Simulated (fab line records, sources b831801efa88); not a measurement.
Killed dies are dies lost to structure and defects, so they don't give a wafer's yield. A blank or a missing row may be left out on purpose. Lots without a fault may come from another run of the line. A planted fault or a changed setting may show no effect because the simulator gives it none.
A struck lot beside a sound one | flow sky130 | 18 steps out of a route of 708
Sound: wafers L642.4, L642.5, L642.6. Struck: wafers L650.1, L650.4, L650.6. The cause comes at the end.
At each step with rows: each side's tool, then ch and its chambers, then its first start. Under that, the readings that differ: sound wafers | struck wafers | difference of the means | sigmas: that difference in standard deviations of wafers without a fault.
alike: readings whose means differ by less than 2 such deviations, and words and numbers that are the same on both sides. not compared: withheld readings, readings that some wafer has no value for, bounds like >300 that may hide the same value, and numbers for which the record gives no deviation and whose values overlap.
The two part at a step that has a row with sigmas, a row that says differs or no value, or rows on one side only. Numbers that don't overlap but have no deviation are shown without sigmas and don't part them. A reading that every wafer of one side lacks parts them only if that side has two wafers or more.

first, 5 steps without rows for these wafers: SKY_SD_N_COAT_02 (resist thk 1140 nm); SKY_SD_N_SOFTBAKE_03 (time 60 s); SKY_SD_N_EXPOSE_04 (exposes mask NSDM, target cd 380 nm); SKY_SD_N_PEB_05; SKY_SD_N_DEVELOP_06 (develop time 60 s).
SKY_SD_N_CD_MEAS_07: target cd 380 nm.
  sound on cd_sem-01, day 31 07:16; struck on cd_sem-01, day 33 03:03
  reading    | sound       | struck      | difference | sigmas
  cd_nm (nm) | 378 380 379 | 386 385 385 | +6         | +2
SKY_SD_N_OVL_MEAS_08:
  sound on overlay-01, day 31 07:20; struck on overlay-02, day 33 03:10
  alike: SD_N_OVL
then, 2 steps without rows for these wafers: SKY_SD_N_IMPLANT_09; SKY_SD_N_IMPLANT_10.
SKY_SD_N_STRIP_11: strips in O2/N2.
  sound on plasma_asher-01 ch 0,1, day 31 07:41; struck on plasma_asher-03 ch 0,1, day 33 03:30
  alike: drypump_motor_current_A, oes_product_au, strip_time_to_endpoint_s
  not compared: rf_hours_counter_h
SKY_SD_N_TW_MEAS_12:
  sound on film_metro-02, day 31 07:47; struck on film_metro-01, day 33 03:36
  reading | sound          | struck         | difference | sigmas
  SD_N_TW | 3960 3941 3930 | 3999 3989 3985 | +47        | +2
then, 1 step without rows for these wafers: SKY_SD_N_CLEAN_13 (cleans in SC1/SC2, time 150 s).
SKY_SD_N_RTA_14: time 2 s.
  sound on rtp_anneal-02 ch 0, day 31 07:53; struck on rtp_anneal-02 ch 0, day 33 03:43
  reading            | sound                | struck               | difference | sigmas
  lamp_power_pct (%) | 15.77 15.74 15.73    | 16.87 16.89 16.86    | +1.13      | +22
  wafer_temp_C_max   | 1076.0 1078.9 1078.3 | 1129.9 1130.5 1130.1 | +52.4      | +33
SKY_SD_N_RS_MEAS_16: measures by four-point-probe.
  sound on film_metro-03, day 31 08:06; struck on film_metro-03, day 33 03:53
  reading          | sound             | struck            | difference | sigmas
  SD_N_RS (ohm/sq) | 68.72 68.51 68.58 | 59.19 59.08 59.05 | -9.50      | -79
SKY_SD_N_RS_MEAS_17: measures by four-point-probe.
  sound on film_metro-03, day 31 08:13; struck on film_metro-03, day 33 04:01
  reading          | sound             | struck            | difference | sigmas
  SD_P_RS (ohm/sq) | 147.3 146.9 147.1 | 101.1 101.3 101.1 | -45.9      | -99 or more
SKY_SD_N_RS_MEAS_18: measures by four-point-probe.
  sound on film_metro-03, day 31 08:20; struck on film_metro-03, day 33 04:08
  reading               | sound             | struck            | difference | sigmas
  RES_XHIGH_RS (ohm/sq) | 331.5 333.7 332.2 | 329.2 327.6 325.9 | -4.9       | -5
then, 1 step without rows for these wafers: SKY_SALICIDE_CLEAN_00 (cleans in HF-last, time 30 s).
-- the record jumps here: 16 days lie between the struck wafers' starts before and after (it left off in module SALICIDE and takes up again in module PAD_OPEN, whose first step shown is number 708 of the route) --
SKY_PAD_OPEN_PROBE_99:
  sound on prober-02, day 48 08:21; struck on prober-01, day 49 09:28
  no value came back on the struck wafers for any of 8 readings (model.etest.res_xhigh_po.line_ohm_um, model.etest.res_xhigh_po.rs_ohm_sq and others); on the sound wafers model.etest.res_xhigh_po.line_ohm_um reads 5566 5492 5631
  alike: killed_at_M0_to_M3, killed_at_M4_up, killed_at_contacts, killed_at_front_end, killed_at_other, killed_dies, killed_open, killed_short

WHERE THEY PART
First at SKY_SD_N_CD_MEAS_07; last, within this record, at SKY_PAD_OPEN_PROBE_99.

WHY: what the simulator had put in
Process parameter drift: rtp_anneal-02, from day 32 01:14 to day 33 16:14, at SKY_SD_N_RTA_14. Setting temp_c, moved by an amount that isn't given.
